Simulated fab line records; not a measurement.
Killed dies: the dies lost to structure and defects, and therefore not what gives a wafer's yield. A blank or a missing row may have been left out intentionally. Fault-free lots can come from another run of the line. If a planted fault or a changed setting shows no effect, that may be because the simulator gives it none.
fab line records	flow sfqLine
record lots=6	wafers=18	lastDay=82
route steps=325 shown M4@152 I4@163 JJ@178 M5@206
lots untouched by any fault: they come from a run of this same line in which no faults occurred
startH: the number of hours between the record's first day and the start of the first shown wafer of the lot	waitH: hours from the lot's prior step to this one	" the same as in the row above	L1.1+2: one row covering several wafers at once	- no value, or no start given	* or withheld: withheld	< > ~ a bound
route shown NAME@n: a module of which the file shows steps, and the number in the route of the first	usual: the fault-free wafers' mean and standard deviation	same: alike in all rows	chamber/n: place in a boat	sites: each site's reading	_std_site: standard deviation of those values	_edge_site: outer sites' mean less inner sites'	radiusMm: for every site, how far away it sits from the centre of the wafer	mask NAME#n: copy n	behind: the last tool/chamber to shape the wafer	hold: reason for holding the lot/hours on hold/outcome of the hold	device: the n, p or np transistor that did not switch	end of line: the tests these same wafers got at the end of their route	for a step that has no rows: nothing shown but its recipe	killed: count of dies lost to structure and defects at first sort (not the wafer's yield)	map: the dies of a wafer, with x for killed, . for not killed, _ for no die there
set.NAME: setting as actually run; set.NAME@STEP: the setting as run at that earlier step	model.NAME: the simulator's own value behind a step, which no gauge read
lots at some steps of the route; a table a step, a row a wafer
services: a tool's chamber out of use, with start hour (startH, from the record's first day; less than 0 if before it), hours out, and reason
## steps
# step SFQ_TRILAYER_M4_LITHO_COAT_098
# recipe resist=BARC	spinRpm=3000	resistThkNm=62
# step SFQ_TRILAYER_M4_LITHO_COAT_093
# recipe resist=KrF	spinRpm=3000	resistThkNm=600
# step SFQ_TRILAYER_M4_LITHO_SOFTBAKE_097
# recipe tempC=withheld	timeS=withheld	resist=KrF
# step SFQ_TRILAYER_M4_LITHO_EXPOSE_094
# recipe maskId=M4	na=0.6	sourceShape=conventional	sigmaOuter=0.65	targetCdNm=500	doseMj=14.4
# step SFQ_TRILAYER_M4_LITHO_PEB_096
# recipe pebTempC=115	pebTimeS=60	resist=KrF
# step SFQ_TRILAYER_M4_LITHO_DEVELOP_095
# recipe timeS=60	resist=KrF
# step SFQ_M4_OVL_MEAS_926
# usual M4_OVL=-2/5.6
lot.wafer	tool	chamber	startH	waitH	M4_OVL[nm]
L917.2	overlay-02	-	1173.87	0.1	2
L917.4	"	-	"	"	5
L917.5	"	-	"	"	7
L919.1	overlay-01	-	1177.59	0.1	4
L919.4	"	-	"	"	-3
L919.6	"	-	"	"	1
L920.1	overlay-01	-	1178.79	0.1	-13
L920.2	"	-	"	"	-12
L920.5	"	-	"	"	-11
L922.3	overlay-02	-	1211.13	0.1	9
L922.4	"	-	"	"	6
L922.5	"	-	"	"	2
L930.1	overlay-01	-	1471.35	0.1	-3
L930.2	"	-	"	"	3
L930.5	"	-	"	"	-3
L932.1	overlay-01	-	1476.15	0.1	-7
L932.2	"	-	"	"	-1
L932.4	"	-	"	"	-4
# step SFQ_TRILAYER_M4_BARC_OPEN_METAL_ETCH_123
# recipe maskMaterial=PR	chemistry=O2	targetDepthNm=125	target=BARC	icpW=600	biasW=80	pressureMtorr=10	timeS=41.7
# usual biasW=80.02/0.22	drypumpMotorCurrentA=6.07/0.28	heBacksideLeakSccm=3.51/0.16	oesProductAu=0.685/0.0046
lot.wafer	tool	chamber	startH	waitH	biasW	drypumpMotorCurrentA	heBacksideLeakSccm	oesProductAu	rfHoursCounterH
L917.2	rieMetal-01	0	1173.90	0.0	80.19	5.97	3.55	0.678	114
L917.4	"	0	"	"	79.95	5.93	3.60	0.689	-
L917.5	"	0	"	"	80.06	5.94	3.52	0.685	-
L919.1	rieMetal-02	0	1177.63	0.0	79.96	6.25	3.82	0.694	44
L919.4	"	0	"	"	80.34	6.30	3.50	0.689	-
L919.6	"	1	"	"	79.61	5.89	3.48	0.682	-
L920.1	rieMetal-01	0	1178.83	0.0	79.86	5.96	3.47	0.692	115
L920.2	"	1	"	"	80.29	6.07	3.51	0.684	78
L920.5	"	0	"	"	80.21	5.94	3.54	0.687	-
L922.3	rieMetal-03	1	1211.17	0.0	80.29	5.74	3.50	0.694	-
L922.4	"	0	"	"	80.05	6.60	3.51	0.685	-
L922.5	"	1	"	"	80.08	5.74	3.46	0.692	-
L930.1	rieMetal-01	1	1471.39	0.0	80.21	6.11	3.50	0.678	120
L930.2	"	0	"	"	79.91	5.94	3.32	0.685	27
L930.5	"	0	"	"	80.16	5.95	3.50	0.689	-
L932.1	rieMetal-01	0	1476.19	0.0	79.85	5.93	3.61	0.685	28
L932.2	"	0	"	"	80.12	5.89	3.72	0.695	-
L932.4	"	0	"	"	79.80	5.92	3.60	0.681	-
# step SFQ_TRILAYER_M4_ETCH_METAL_ETCH_096
# recipe target=Nb	stopOn=SiO2	maskMaterial=PR	chemistry=Cl2/Ar	targetDepthNm=240	icpW=600	biasW=80	pressureMtorr=10	timeS=120
# step SFQ_TRILAYER_M4_STRIP_STRIP_097
# recipe gas=O2	powerW=200	platenTempC=40	overashFraction=0.65	chemistry=O2	pressureMtorr=50
# usual drypumpMotorCurrentA=6.07/0.28	heBacksideLeakSccm=3.6/0.38	oesProductAu=1.002/0.011
lot.wafer	tool	chamber	startH	waitH	drypumpMotorCurrentA	heBacksideLeakSccm	oesProductAu	rfHoursCounterH
L917.2	rieMetal-01	0	1174.09	0.1	5.95	3.6	1.000	114
L917.4	"	0	"	"	5.97	6.8	1.013	-
L917.5	"	0	"	"	5.93	3.7	1.005	-
L919.1	rieMetal-02	0	1177.81	0.1	6.24	3.7	1.000	44
L919.4	"	0	"	"	6.26	3.7	1.006	-
L919.6	"	1	"	"	5.89	3.2	1.006	-
L920.1	rieMetal-01	0	1179.01	0.1	5.96	3.8	1.006	115
L920.2	"	1	"	"	6.10	3.8	0.982	78
L920.5	"	0	"	"	5.94	3.7	1.013	-
L922.3	rieMetal-03	1	1211.54	0.2	5.72	3.6	1.007	-
L922.4	"	0	"	"	6.58	3.3	0.993	-
L922.5	"	1	"	"	5.74	3.8	1.001	-
L930.1	rieMetal-01	1	1471.57	0.1	6.06	3.6	0.977	120
L930.2	"	0	"	"	5.94	3.5	1.005	27
L930.5	"	0	"	"	5.94	5.7	1.012	-
L932.1	rieMetal-01	0	1476.56	0.2	5.98	3.4	0.994	28
L932.2	"	0	"	"	5.94	3.6	1.007	-
L932.4	"	0	"	"	5.95	3.4	1.021	-
# step SFQ_TRILAYER_M4_STRIP_SOLV_CLEAN_098
# recipe chemistry=NMP	tempC=70	timeS=600
# step SFQ_TRILAYER_I4_DEP_PECVD_099
# recipe material=SiO2	tempC=150	timeS=111.11	pressureTorr=2.4	rfW=183.3	precursor=SiH4/N2O	targetThkNm=500
# usual heaterPowerW=81/15	throttleValvePct=24.8/1.5
lot.wafer	tool	chamber	startH	waitH	heaterPowerW	throttleValvePct
L917.2	pecvd-03	0	1174.86	0.0	102	24.2
L917.4	"	0	"	"	105	24.2
L917.5	"	2	"	"	85	28.4
L919.1	pecvd-02	1	1178.59	0.0	81	24.7
L919.4	"	0	"	"	59	26.6
L919.6	"	1	"	"	84	24.7
L920.1	pecvd-04	1	1179.79	0.0	66	24.7
L920.2	"	2	"	"	86	23.1
L920.5	"	1	"	"	66	24.8
L922.3	pecvd-04	2	1212.15	0.0	85	23.0
L922.4	"	1	"	"	67	24.6
L922.5	"	2	"	"	86	23.2
L930.1	pecvd-02	1	1472.35	0.0	83	23.8
L930.2	"	2	"	"	68	23.9
L930.5	"	1	"	"	85	23.5
L932.1	pecvd-02	1	1477.93	0.0	86	23.9
L932.2	"	2	"	"	74	24.1
L932.4	"	2	"	"	76	24.3
# step SFQ_TRILAYER_I4_CMP_CMP_100
# recipe material=SiO2	downForcePsi=3	platenRpm=60	padVelocityMS=0.94248
# usual motorCurrentA=10.4/1.4	slurryFlowMlMin=149.9/0.49	timeToEndpointS=213/7.6
lot.wafer	tool	chamber	startH	waitH	motorCurrentA	slurryFlowMlMin	timeToEndpointS	model.SiO2_of_TRILAYER_I4_DEP_PECVD_099.thkNm
L917.4	cmp-01	0	1184.80	9.9	9.6	149.8	208	199.6
L917.2	"	3	1186.30	11.4	9.7	150.3	197	198.3
L917.5	"	0	"	"	10.1	150.3	215	200.8
L919.1	cmp-02	1	1189.99	11.4	13.3	150.0	222	199.9
L919.4	"	2	"	"	10.3	151.3	220	198.8
L919.6	"	1	1191.99	13.3	14.6	149.9	224	199.6
L920.2	cmp-01	0	1191.80	12.0	9.9	149.9	208	199.1
L920.1	"	1	"	"	10.4	151.3	206	221.1
L920.5	"	3	1193.30	13.4	9.7	150.0	217	197.1
L922.3	cmp-01	2	1221.30	9.1	9.3	150.6	231	201.1
L922.4	"	3	"	"	9.8	149.1	212	198.2
L922.5	"	1	1222.80	10.6	10.9	149.2	210	221
L930.1	cmp-01	2	1473.46	1.1	10.3	149.6	206	200.4
L930.2	"	3	"	"	9.8	149.4	201	197.7
L930.5	"	1	1474.96	2.5	11.0	150.7	216	198.5
L932.1	cmp-02	1	1478.05	0.1	12.8	149.8	216	200.1
L932.4	"	2	"	"	10.5	150.2	223	198.8
L932.2	"	0	1479.55	1.6	8.9	150.3	207	199.7
# step SFQ_I4_BOW_MEAS_927
# recipe mode=bow
# usual I4_BOW=5/9.7
lot.wafer	tool	chamber	startH	waitH	I4_BOW[um]
L917.2	filmMetro-02	-	1187.82	1.0	-3
L917.4	"	-	"	"	-12
L917.5	"	-	"	"	2
L919.1	filmMetro-04	-	1192.49	2.0	3
L919.4	"	-	"	"	8
L919.6	"	-	"	"	15
L920.1	filmMetro-03	-	1193.80	1.0	-8
L920.2	"	-	"	"	7
L920.5	"	-	"	"	-6
L920.1	filmMetro-03	-	1195.12	1.3	-
L920.2	"	-	"	"	-
L920.5	"	-	"	"	-
L922.3	filmMetro-03	-	1223.84	2.0	-6
L922.4	"	-	"	"	-8
L922.5	"	-	"	"	3
L922.3	filmMetro-03	-	1225.16	1.3	-
L922.4	"	-	"	"	-
L922.5	"	-	"	"	-
L930.1	filmMetro-03	-	1475.46	1.5	-16
L930.2	"	-	"	"	-4
L930.5	"	-	"	"	-10
L932.1	filmMetro-03	-	1481.05	2.5	6
L932.2	"	-	"	"	11
L932.4	"	-	"	"	16
# step SFQ_TRILAYER_I4_METRO_MEASURE_101
# usual thkNm=199.4/1.1
lot.wafer	tool	chamber	startH	waitH	thkNm
L917.2	filmMetro-02	-	1188.12	0.3	198.3
L917.4	"	-	"	"	199.7
L917.5	"	-	"	"	200.8
L919.1	filmMetro-04	-	1192.61	0.1	199.8
L919.4	"	-	"	"	198.9
L919.6	"	-	"	"	199.8
L920.1	filmMetro-03	-	1199.82	4.7	221.1
L920.2	"	-	"	"	199.1
L920.5	"	-	"	"	197.0
L920.1	filmMetro-03	-	1201.19	1.2	221.2
L920.2	"	-	"	"	199.2
L920.5	"	-	"	"	196.8
L922.3	filmMetro-03	-	1229.04	3.9	201.3
L922.4	"	-	"	"	198.1
L922.5	"	-	"	"	220.9
L922.3	filmMetro-03	-	1230.40	1.2	201.2
L922.4	"	-	"	"	198.2
L922.5	"	-	"	"	221.1
L930.1	filmMetro-03	-	1475.58	0.1	200.3
L930.2	"	-	"	"	197.7
L930.5	"	-	"	"	198.4
L932.1	filmMetro-03	-	1481.17	0.1	200.2
L932.2	"	-	"	"	199.7
L932.4	"	-	"	"	198.8
# step SFQ_TRILAYER_I4_VIA_LITHO_COAT_108
# recipe resist=BARC	spinRpm=3000	resistThkNm=62
# step SFQ_TRILAYER_I4_VIA_LITHO_COAT_103
# recipe resist=KrF	spinRpm=3000	resistThkNm=650
# step SFQ_TRILAYER_I4_VIA_LITHO_SOFTBAKE_107
# recipe tempC=withheld	timeS=withheld	resist=KrF
# step SFQ_TRILAYER_I4_VIA_LITHO_EXPOSE_104
# recipe maskId=I4	na=0.6	sourceShape=conventional	sigmaOuter=0.65	targetCdNm=700	doseMj=21.3
# step SFQ_TRILAYER_I4_VIA_LITHO_PEB_106
# recipe pebTempC=115	pebTimeS=60	resist=KrF
# step SFQ_TRILAYER_I4_VIA_LITHO_DEVELOP_105
# recipe timeS=60	resist=KrF
# step SFQ_I4_OVL_MEAS_928
# usual I4_OVL=-3/5.5
lot.wafer	tool	chamber	startH	waitH	I4_OVL[nm]
L917.2	overlay-01	-	1193.20	0.1	-3
L917.4	"	-	"	"	-7
L917.5	"	-	"	"	-4
L919.1	overlay-02	-	1305.53	0.1	-3
L919.4	"	-	"	"	4
L919.6	"	-	"	"	-2
L920.1	overlay-02	-	1306.73	0.1	-2
L920.2	"	-	"	"	-1
L920.5	"	-	"	"	-4
L922.3	overlay-02	-	1333.14	0.1	-3
L922.4	"	-	"	"	-1
L922.5	"	-	"	"	-1
L930.1	overlay-02	-	1485.10	0.1	1
L930.2	"	-	"	"	-4
L930.5	"	-	"	"	2
L932.1	overlay-02	-	1488.70	0.1	-8
L932.2	"	-	"	"	-7
L932.4	"	-	"	"	-11
# step SFQ_TRILAYER_I4_VIA_BARC_OPEN_VIA_ETCH_146
# recipe maskMaterial=PR	chemistry=O2	targetDepthNm=125	target=BARC	sourceW=500	biasW=80	pressureMtorr=30	timeS=41.7
# step SFQ_TRILAYER_I4_VIA_ETCH_VIA_ETCH_106
# recipe target=SiO2	stopOn=Nb	maskMaterial=PR	taperDeg=20	chemistry=CHF3	targetDepthNm=260	sourceW=500	biasW=80	pressureMtorr=30	timeS=withheld
# usual biasW=79.97/0.24	drypumpMotorCurrentA=5.6/0.46	oesProductAu=0.853/0.0054
lot.wafer	tool	chamber	startH	waitH	biasW	drypumpMotorCurrentA	oesProductAu	model.I4.featureDepthNm	model.etch.depthNm
L917.2	rieDiel-04	3	1193.27	0.0	79.95	6.1	0.854	198.3	198.3
L917.4	"	3	"	"	79.84	6.1	0.851	199.6	199.6
L917.5	"	0	"	"	80.15	5.7	0.864	200.8	200.8
L919.1	rieDiel-02	2	1305.61	0.0	79.47	5.0	0.860	199.9	199.9
L919.4	"	1	"	"	79.83	5.0	0.861	198.8	198.8
L919.6	"	0	"	"	80.09	5.5	0.855	199.6	199.6
L920.1	rieDiel-01	1	1306.81	0.0	79.73	5.5	0.910	221.1	221.1
L920.2	"	0	"	"	79.84	5.7	0.860	199.1	199.1
L920.5	"	1	"	"	79.96	5.5	0.846	197.1	197.1
L922.3	rieDiel-04	3	1333.21	0.0	80.05	6.0	0.857	201.1	201.1
L922.4	"	1	"	"	80.19	5.3	0.851	198.2	198.2
L922.5	"	0	"	"	79.90	5.7	0.901	221	221
L930.1	rieDiel-01	3	1485.17	0.0	80.67	5.3	0.853	200.4	200.4
L930.2	"	2	"	"	80.12	6.8	0.846	197.7	197.7
L930.5	"	0	"	"	79.96	5.6	0.847	198.5	198.5
L932.1	rieDiel-01	3	1488.77	0.0	80.01	5.3	0.849	200.1	200.1
L932.2	"	1	"	"	80.32	5.5	0.849	199.7	199.7
L932.4	"	0	"	"	80.14	5.6	0.853	198.8	198.8
# step SFQ_TRILAYER_I4_VIA_STRIP_STRIP_107
# recipe gas=O2	powerW=200	platenTempC=40	overashFraction=0.65	chemistry=O2	pressureMtorr=50
# usual drypumpMotorCurrentA=5.9/0.47	heBacksideLeakSccm=3.54/0.18	oesProductAu=1.001/0.012
lot.wafer	tool	chamber	startH	waitH	drypumpMotorCurrentA	heBacksideLeakSccm	oesProductAu	rfHoursCounterH
L917.2	rieMetal-04	0	1193.38	-	6.4	3.31	0.994	30
L917.4	"	0	"	"	6.4	3.26	0.993	-
L917.5	"	0	"	"	6.4	3.25	0.996	-
L919.1	rieMetal-01	0	1305.72	-	6.0	3.46	1.019	6
L919.4	"	0	"	"	6.0	3.51	1.016	-
L919.6	"	0	"	"	6.0	3.56	1.023	-
L920.1	rieMetal-02	0	1306.92	-	6.2	3.74	1.018	61
L920.2	"	1	"	"	5.9	3.12	0.996	24
L920.5	"	1	"	"	5.9	3.29	1.003	-
L922.3	rieMetal-04	1	1333.52	-	5.2	3.61	1.018	-
L922.4	"	0	"	"	6.4	3.33	1.003	-
L922.5	"	0	"	"	6.4	3.44	0.994	-
L930.1	rieMetal-01	0	1485.29	-	5.9	3.40	1.010	31
L930.2	"	0	"	"	6.0	3.59	1.006	-
L930.5	"	0	"	"	5.9	3.61	1.011	-
L932.1	rieMetal-04	0	1488.89	-	6.4	3.48	0.983	71
L932.2	"	1	"	"	5.2	3.61	0.996	65
L932.4	"	1	"	"	5.1	3.71	0.993	-
# step SFQ_TRILAYER_I4_VIA_STRIP_SOLV_CLEAN_108
# recipe chemistry=NMP	tempC=70	timeS=600
# step SFQ_TRILAYER_JJ_TRILAYER_DEP_PRE_CLEAN_113
# recipe gas=Ar	timeS=22.5	biasV=250
# step SFQ_TRILAYER_JJ_TRILAYER_DEP_SPUTTER_109
# recipe material=Nb	basePressurePa=1.33e-06	chamberPressurePa=0.1333	substrateTempC=20	targetThkNm=150	powerW=2000	timeS=100
# step SFQ_TRILAYER_JJ_TRILAYER_DEP_SPUTTER_110
# recipe material=Al	basePressurePa=1.33e-06	targetThkNm=8	powerW=500	timeS=10	chamberPressurePa=0.4
# step SFQ_TRILAYER_JJ_TRILAYER_DEP_AL_OXIDATION_111
# recipe pressureMbar=0.014667	oxidationTimeS=600	temperatureK=293
# step SFQ_TRILAYER_JJ_TRILAYER_DEP_SPUTTER_112
# recipe material=Nb	basePressurePa=1.33e-06	chamberPressurePa=0.1333	substrateTempC=20	targetThkNm=170	powerW=2000	timeS=113.3
# step SFQ_JJ_RS_MEAS_929
# recipe thkMeasGauge=four-point-probe	reads=Nb_of_TRILAYER_JJ_TRILAYER_DEP_SPUTTER_112
# usual JJ_NB_RS=1.052/0.011
lot.wafer	tool	chamber	startH	waitH	JJ_NB_RS[ohm/sq]
L917.2	filmMetro-01	-	1195.38	0.1	1.065
L917.4	"	-	"	"	1.057
L917.5	"	-	"	"	1.051
L919.1	filmMetro-01	-	1307.70	0.0	1.072
L919.4	"	-	"	"	1.065
L919.6	"	-	"	"	1.067
L920.1	filmMetro-04	-	1308.90	0.0	1.058
L920.2	"	-	"	"	1.056
L920.5	"	-	"	"	1.063
L922.3	filmMetro-04	-	1335.34	0.1	1.046
L922.4	"	-	"	"	1.042
L922.5	"	-	"	"	1.042
L930.1	filmMetro-04	-	1488.94	0.0	1.051
L930.2	"	-	"	"	1.038
L930.5	"	-	"	"	1.047
L932.1	filmMetro-03	-	1490.86	0.0	1.049
L932.2	"	-	"	"	1.045
L932.4	"	-	"	"	1.037
# step SFQ_TRILAYER_JJ_CE_LITHO_COAT_119
# recipe resist=BARC	spinRpm=3000	resistThkNm=62
# step SFQ_TRILAYER_JJ_CE_LITHO_COAT_114
# recipe resist=KrF	spinRpm=3000	resistThkNm=600
# step SFQ_TRILAYER_JJ_CE_LITHO_SOFTBAKE_118
# recipe tempC=withheld	timeS=withheld	resist=KrF
# step SFQ_TRILAYER_JJ_CE_LITHO_EXPOSE_115
# recipe maskId=J5	na=0.6	sourceShape=conventional	sigmaOuter=0.65	targetCdNm=700	doseMj=14.4
# step SFQ_TRILAYER_JJ_CE_LITHO_PEB_117
# recipe pebTempC=115	pebTimeS=60	resist=KrF
# step SFQ_TRILAYER_JJ_CE_LITHO_DEVELOP_116
# recipe timeS=60	resist=KrF
# step SFQ_JJ_OVL_MEAS_931
# usual J5_OVL=0/5.2
lot.wafer	tool	chamber	startH	waitH	J5_OVL[nm]
L917.2	overlay-01	-	1197.85	0.1	7
L917.4	"	-	"	"	2
L917.5	"	-	"	"	7
L919.1	overlay-01	-	1432.70	0.1	6
L919.4	"	-	"	"	7
L919.6	"	-	"	"	14
L920.1	overlay-01	-	1433.90	0.1	-7
L920.2	"	-	"	"	-5
L920.5	"	-	"	"	-8
L922.3	overlay-01	-	1451.81	0.1	-13
L922.4	"	-	"	"	0
L922.5	"	-	"	"	-4
L930.1	overlay-02	-	1500.70	0.1	2
L930.2	"	-	"	"	-2
L930.5	"	-	"	"	-3
L932.1	overlay-02	-	1503.10	0.1	-3
L932.2	"	-	"	"	-1
L932.4	"	-	"	"	-1
# step SFQ_TRILAYER_JJ_CE_METRO_MEASURE_117
# step SFQ_TRILAYER_JJ_CE_BARC_OPEN_RIE_150
# recipe maskMaterial=PR	chemistry=O2	targetDepthNm=240	target=BARC	icpW=600	biasW=80	pressureMtorr=10	timeS=80
# usual biasW=80.03/0.24	drypumpMotorCurrentA=6.0/0.44	heBacksideLeakSccm=3.6/0.33	oesProductAu=0.538/0.0046
lot.wafer	tool	chamber	startH	waitH	biasW	drypumpMotorCurrentA	heBacksideLeakSccm	oesProductAu	rfHoursCounterH
L917.2	rieMetal-02	0	1199.08	0.8	79.80	6.2	3.7	0.536	48
L917.4	"	1	"	"	79.92	5.9	3.3	0.535	-
L917.5	"	1	"	"	80.08	5.9	3.3	0.547	-
L919.1	rieMetal-03	1	1433.94	1.0	80.14	5.7	3.6	0.537	54
L919.4	"	0	"	"	79.62	6.6	3.4	0.534	-
L919.6	"	1	"	"	79.75	5.7	3.5	0.533	-
L920.1	rieMetal-03	1	1435.14	1.0	79.84	5.7	3.5	0.538	55
L920.2	"	0	"	"	79.80	6.6	3.4	0.541	60
L920.5	"	1	"	"	80.04	5.7	3.5	0.540	-
L922.3	rieMetal-04	1	1453.07	0.6	80.32	5.1	3.6	0.545	-
L922.4	"	0	"	"	79.91	6.4	3.5	0.538	-
L922.5	"	0	"	"	79.83	6.4	3.5	0.536	-
L930.1	rieMetal-03	0	1501.93	1.0	79.96	6.6	3.4	0.542	71
L930.2	"	1	"	"	80.05	5.7	3.4	0.532	66
L930.5	"	1	"	"	79.88	5.7	3.6	0.536	-
L932.1	rieMetal-02	0	1504.33	1.0	80.50	6.3	3.6	0.540	96
L932.2	"	1	"	"	79.89	5.9	3.4	0.536	44
L932.4	"	0	"	"	80.62	6.2	3.6	0.536	-
# step SFQ_TRILAYER_M5_ETCH_METAL_ETCH_126
# recipe target=Nb	stopOn=SiO2	maskMaterial=PR	overEtchFrac=0.15	timeS=203.2	chemistry=Cl2/BCl3	targetDepthNm=265	icpW=600	biasW=80	pressureMtorr=10
# usual biasW=80.01/0.23	drypumpMotorCurrentA=6.0/0.49	heBacksideLeakSccm=3.6/0.51	oesProductAu=0.729/0.0058
lot.wafer	tool	chamber	startH	waitH	biasW	drypumpMotorCurrentA	heBacksideLeakSccm	oesProductAu	rfHoursCounterH	model.SiO2_of_TRILAYER_I4_DEP_PECVD_099.thkNm
L917.2	rieMetal-01	1	1207.61	0.0	80.23	6.1	3.4	0.732	84	178.8
L917.4	"	0	"	"	79.96	5.9	3.7	0.735	-	179.6
L917.5	"	1	"	"	80.20	6.1	3.5	0.726	-	181.2
L919.1	rieMetal-04	1	1545.40	0.0	79.57	5.2	3.8	0.731	75	180.1
L919.4	"	1	"	"	79.98	5.1	3.6	0.732	-	179.1
L919.6	"	0	"	"	80.04	6.4	3.3	0.727	-	180.1
L920.1	rieMetal-03	0	1547.80	0.0	79.68	6.6	3.5	0.731	78	201.5
L920.2	"	1	"	"	80.17	5.7	3.5	0.731	73	179.3
L920.5	"	1	"	"	80.23	5.7	3.4	0.724	-	177.3
L922.3	rieMetal-01	1	1567.06	0.1	80.11	6.1	3.4	0.730	-	181.2
L922.4	"	0	"	"	80.31	6.0	3.6	0.730	-	178.3
L922.5	"	1	"	"	80.40	6.1	3.2	0.736	-	201.2
L930.1	rieMetal-04	0	1606.82	0.0	80.10	6.4	3.5	0.735	91	180.7
L930.2	"	1	"	"	80.04	5.1	3.9	0.745	85	177.9
L930.5	"	0	"	"	79.91	6.4	3.5	0.734	-	178.8
L932.1	rieMetal-03	0	1610.42	0.0	79.74	6.6	3.6	0.723	92	180.4
L932.2	"	1	"	"	79.72	5.7	3.6	0.730	80	179.8
L932.4	"	1	"	"	80.01	5.7	3.8	0.724	-	178.9
## services
tool	chamber	startH	hours	kind
rieMetal-02	1	1150.30	20.5	repair
filmMetro-03	-	1173.47	0.7	pm
rieMetal-01	-	1178.15	0.6	repair
rieMetal-04	-	1222.35	2.8	pm
rieMetal-04	1	1236.04	1.1	repair
filmMetro-03	-	1240.82	2.3	pm
rieMetal-02	0	1260.25	4.1	repair
rieMetal-02	1	1262.65	1.3	repair
filmMetro-03	-	1316.81	0.7	pm
filmMetro-03	-	1322.49	2.5	repair
rieMetal-03	-	1336.54	19.0	repair
filmMetro-03	-	1341.69	0.4	pm
rieMetal-03	0	1364.10	6.9	repair
rieMetal-01	1	1406.15	2.0	repair
rieMetal-01	0	1413.45	4.8	repair
rieMetal-04	-	1414.73	2.6	repair
filmMetro-03	-	1418.47	0.1	pm
rieMetal-04	-	1427.80	0.6	repair
filmMetro-03	-	1485.82	1.1	pm
rieMetal-01	-	1517.30	0.2	repair
rieMetal-04	-	1548.16	1.5	repair
rieMetal-03	0	1555.83	1.6	repair
rieMetal-03	1	1555.89	18.7	repair
filmMetro-03	-	1587.90	0.3	pm
## key
firstSign step=SFQ_I4_BOW_MEAS_927	reading=visit	direction=added
effect step=SFQ_TRILAYER_I4_METRO_MEASURE_101	reading=visit	direction=added
effect step=SFQ_TRILAYER_I4_METRO_MEASURE_101	reading=thkNm	direction=up	sigmas=20	usual=199.4	struck=221.0
effect step=SFQ_TRILAYER_I4_VIA_ETCH_VIA_ETCH_106	reading=oesProductAu	direction=up	sigmas=9.8	usual=0.853	struck=0.906
modelEffect step=SFQ_TRILAYER_I4_CMP_CMP_100	value=SiO2_of_TRILAYER_I4_DEP_PECVD_099.thkNm	without=201	struck=221
modelEffect step=SFQ_TRILAYER_I4_VIA_ETCH_VIA_ETCH_106	value=I4.featureDepthNm	without=201	struck=221
modelEffect step=SFQ_TRILAYER_M5_ETCH_METAL_ETCH_126	value=SiO2_of_TRILAYER_I4_DEP_PECVD_099.thkNm	without=181.4	struck=201.4
metAt SFQ_TRILAYER_I4_CMP_CMP_100
struckWafers L920.1,L922.5
fault kind=processParameterDrift	tool=cmp-01	chamber=1	onsetH=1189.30	steps=SFQ_TRILAYER_I4_CMP_CMP_100	channel=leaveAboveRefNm	offset=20	shape=step	endH=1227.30	actsIn=theseRecipesOnly	stated=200
